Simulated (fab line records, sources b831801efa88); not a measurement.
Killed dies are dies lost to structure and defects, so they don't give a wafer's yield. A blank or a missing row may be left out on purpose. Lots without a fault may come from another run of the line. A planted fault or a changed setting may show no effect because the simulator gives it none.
Which tool did it? | flow gf180mcu | 13 lots, 39 wafers sampled, at 4 steps of a route of 602

WHAT THE GAUGES READ, wafer by wafer
GF_DUAL_GATE_OVL_MEAS_11. Usual: DUAL_GATE_OVL 0.2 nm, standard deviation 1.3.
lot  | measured     | on         | DUAL_GATE_OVL (nm) | flag
L327 | day 8 10:46  | overlay-02 | 2.2 1.6 1.7        |
L329 | day 8 21:31  | overlay-02 | 0.8 1.7 0.9        |
L330 | day 9 06:44  | overlay-01 | -0.3 0.4 -0.6      |
L331 | day 9 13:38  | overlay-01 | -0.4 0.1 -0.4      |
L332 | day 9 19:41  | overlay-02 | -0.2 1.2 0.0       |
L337 | day 11 06:11 | overlay-02 | -0.6 -1.6 -1.2     |
L340 | day 12 02:14 | overlay-02 | 2.0 1.2 2.8        |
L341 | day 12 08:01 | overlay-02 | 1.9 2.4 4.4        |
L343 | day 13 00:17 | overlay-02 | -0.2 1.2 -0.1      |
L344 | day 13 05:11 | overlay-02 | 0.6 -0.5 0.8       |
L348 | day 14 10:47 | overlay-01 | -2.3 -2.0 -1.2     |
L349 | day 14 18:46 | overlay-01 | -1.2 -1.0 -1.5     |
L350 | day 14 21:29 | overlay-02 | 1.2 -0.1 0.8       |

GF_HV_LDD_TW_MEAS_50. Usual: HV_LDD_4_TW 569, standard deviation 7.
lot  | measured     | on            | HV_LDD_4_TW | flag
L327 | day 12 11:56 | film_metro-01 | 564 561 566 |
L329 | day 13 00:38 | film_metro-03 | 579 581 579 |
L330 | day 13 12:30 | film_metro-01 | 565 564 568 |
L331 | day 13 19:08 | film_metro-03 | 579 579 578 |
L332 | day 14 03:31 | film_metro-04 | 563 563 564 |
L337 | day 15 17:27 | film_metro-01 | 565 562 565 |
L340 | day 16 17:58 | film_metro-01 | 498 495 496 | OFF
L341 | day 17 00:29 | film_metro-04 | 493 495 495 | OFF
L343 | day 17 17:56 | film_metro-01 | 567 567 568 |
L344 | day 18 01:59 | film_metro-04 | 565 569 571 |
L348 | day 19 17:26 | film_metro-03 | 575 572 574 |
L349 | day 20 03:37 | film_metro-03 | 576 579 575 |
L350 | day 20 03:41 | film_metro-01 | 564 566 567 |

WHICH TOOL RAN EACH LOT (tool, then ch and the chambers of the sampled wafers, then the start)
lot  | GF_DUAL_GATE_STRIP_13                | GF_HV_LDD_IMPLANT_48
L327 | plasma_asher-03 ch 0,1, day 8 10:54  | implanter-04 ch 0, day 12 11:41
L329 | plasma_asher-04 ch 0,1, day 8 21:50  | implanter-03 ch 0, day 13 00:23
L330 | plasma_asher-04 ch 0,1, day 9 06:57  | implanter-03 ch 0, day 13 12:16
L331 | plasma_asher-04 ch 0,1, day 9 13:45  | implanter-03 ch 0, day 13 18:53
L332 | plasma_asher-04 ch 0,1, day 9 19:50  | implanter-01 ch 0, day 14 03:17
L337 | plasma_asher-03 ch 0,1, day 11 06:17 | implanter-04 ch 0, day 15 17:13
L340 | plasma_asher-02 ch 0,1, day 12 02:22 | implanter-03 ch 0, day 16 17:44
L341 | plasma_asher-02 ch 0,1, day 12 08:09 | implanter-03 ch 0, day 17 00:14
L343 | plasma_asher-02 ch 1, day 13 00:23   | implanter-01 ch 0, day 17 17:43
L344 | plasma_asher-04 ch 0,1, day 13 05:18 | implanter-01 ch 0, day 18 01:44
L348 | plasma_asher-04 ch 0,1, day 14 10:53 | implanter-01 ch 0, day 19 17:12
L349 | plasma_asher-03 ch 0,1, day 14 18:53 | implanter-03 ch 0, day 20 03:22
L350 | plasma_asher-04 ch 1, day 14 21:37   | implanter-01 ch 0, day 20 03:26
- GF_DUAL_GATE_STRIP_13: strips in O2/N2.
- GF_HV_LDD_IMPLANT_48

WHAT THE TOOLS THEMSELVES READ (means of the sampled wafers that have a number; where no wafer has one, the mark that the record gives instead)
GF_DUAL_GATE_STRIP_13. Usual: drypump_motor_current_A 5.7 A, standard deviation 0.3; heater_power_w 304 W, standard deviation 32; o2_flow_sccm 3000 sccm, standard deviation 9.1; oes_product_au 0.716 a.u., standard deviation 0.005; strip_time_to_endpoint_s 12.62 s, standard deviation 0.034.
lot  | tool            | drypump_motor_current_A (A) | heater_power_w (W) | o2_flow_sccm (sccm) | oes_product_au (a.u.) | strip_time_to_endpoint_s (s) | flag
L327 | plasma_asher-03 | 5.4                         | 335                | 2996                | 0.714                 | 12.61                        |
L329 | plasma_asher-04 | 6.0                         | 271                | 3001                | 0.716                 | 12.60                        |
L330 | plasma_asher-04 | 5.9                         | 295                | 2995                | 0.716                 | 12.68                        |
L331 | plasma_asher-04 | 6.0                         | 268                | 2996                | 0.715                 | 12.65                        |
L332 | plasma_asher-04 | 6.0                         | 267                | 2996                | 0.715                 | 12.67                        |
L337 | plasma_asher-03 | 5.7                         | 317                | 3002                | 0.710                 | 12.63                        |
L340 | plasma_asher-02 | 5.6                         | 316                | 3000                | 0.715                 | 12.61                        |
L341 | plasma_asher-02 | 5.6                         | 313                | 3003                | 0.713                 | 12.70                        |
L343 | plasma_asher-02 | 5.6                         | 308                | 3010                | 0.714                 | 12.62                        |
L344 | plasma_asher-04 | 6.1                         | 272                | 3001                | 0.713                 | 12.60                        |
L348 | plasma_asher-04 | 6.0                         | 270                | 3000                | 0.717                 | 12.61                        |
L349 | plasma_asher-03 | 5.5                         | 341                | 2999                | 0.712                 | 12.59                        |
L350 | plasma_asher-04 | 5.7                         | 317                | 3000                | 0.720                 | 12.59                        |

GF_HV_LDD_IMPLANT_48. Usual: dose_ions_cm2 3e+13, standard deviation 3.2e+10; faraday_current_uA 169, standard deviation 3.1.
lot  | tool         | dose_ions_cm2 | faraday_current_uA | flag
L327 | implanter-04 | 3e+13         | 167                |
L329 | implanter-03 | 3e+13         | 169                |
L330 | implanter-03 | 3e+13         | 167                |
L331 | implanter-03 | 3e+13         | 169                |
L332 | implanter-01 | 3e+13         | 169                |
L337 | implanter-04 | 3e+13         | 172                |
L340 | implanter-03 | 2e+13         | 114                | OFF
L341 | implanter-03 | 2e+13         | 114                | OFF
L343 | implanter-01 | 3e+13         | 169                |
L344 | implanter-01 | 3e+13         | 169                |
L348 | implanter-01 | 3e+13         | 166                |
L349 | implanter-03 | 3e+13         | 168                |
L350 | implanter-01 | 3e+13         | 171                |

THE ANSWER, worked out from the rows above alone
Rule: a lot is off if the mean of its wafers that have a number lies more than 3 standard deviations from the usual mean. A lot without any number at a reading at which 4 lots or more have one is off too. The other lots that the step has rows for count as sound. The gauges are gone through in route order, then the tools' own readings, and for those a lot's mean is taken as printed above. The first step at which some lot is off is used, and at that step the reading that is off furthest; a lot without a number counts as furthest.
Off: L340, L341, at GF_HV_LDD_TW_MEAS_50 (HV_LDD_4_TW).
A tool fits if, at a process step before that reading, it ran every lot that is off, and no sound lot after the first of them. The gauges at GF_HV_LDD_TW_MEAS_50 aren't tried: what is off there is off at GF_HV_LDD_IMPLANT_48 too, on other tools, and a gauge's error can't cause that. None of those tried fits.

WHAT THE SIMULATOR HAD PUT IN
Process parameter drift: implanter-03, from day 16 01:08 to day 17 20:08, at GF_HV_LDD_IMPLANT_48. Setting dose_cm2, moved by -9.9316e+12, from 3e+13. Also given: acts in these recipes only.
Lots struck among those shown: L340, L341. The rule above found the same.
